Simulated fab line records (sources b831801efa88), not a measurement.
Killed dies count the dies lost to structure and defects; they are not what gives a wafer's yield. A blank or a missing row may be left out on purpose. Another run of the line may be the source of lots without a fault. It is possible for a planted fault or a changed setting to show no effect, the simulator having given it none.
Chamber matching    flow sky130    4 sister chambers for SKY_CONTACT_CMP_27 on cmp-02
The step polishes, stops on SiO2, t overpolish 15 s, target thk 0 nm. 4 wafers are shown with their chamber, then 7 later ones without.

## WAFERS PAIRED WITH THEIR CHAMBERS
wafer   chamber  motor_current_A (A)
L902.5  3        12.3
L909.2  0        11.4
L911.1  1        10.3
L911.4  2        11.2

## WAFERS MISSING THEIR CHAMBER
wafer   motor_current_A (A)
L911.5  12.2
L919.2  12.2
L919.4  10.7
L919.6  10.9
L922.1  11.3
L922.2  10.8
L922.4  11.5

## EACH ONE'S CHAMBER
wafer   from the rows above           in truth
L911.5  3                             3
L919.2  3                             3
L919.4  can't be placed: 1 or 2 or 0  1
L919.6  can't be placed: 2 or 0 or 1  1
L922.1  can't be placed: 0 or 2       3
L922.2  can't be placed: 2 or 1 or 0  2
L922.4  can't be placed: 0 or 2       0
Placed correctly: 2 of 7. These rows do not allow placing 5 (true chamber among the candidates in 4). Wrongly placed: 0.
How it was worked out, from the rows above alone: a wafer's distance from a chamber is the root of the sum, over the readings, of the square of ((its reading less the chamber's mean) divided by the reading's scatter). If the next closest chamber is less than 2 further off than the closest, the wafer can't be placed; otherwise it belongs to the closest. For every chamber, the mean is computed from those of its wafers that are shown. The scatter (one wafer shown for each chamber): square how far every hidden wafer sits from the nearest shown wafer, average those squares and take the square root.
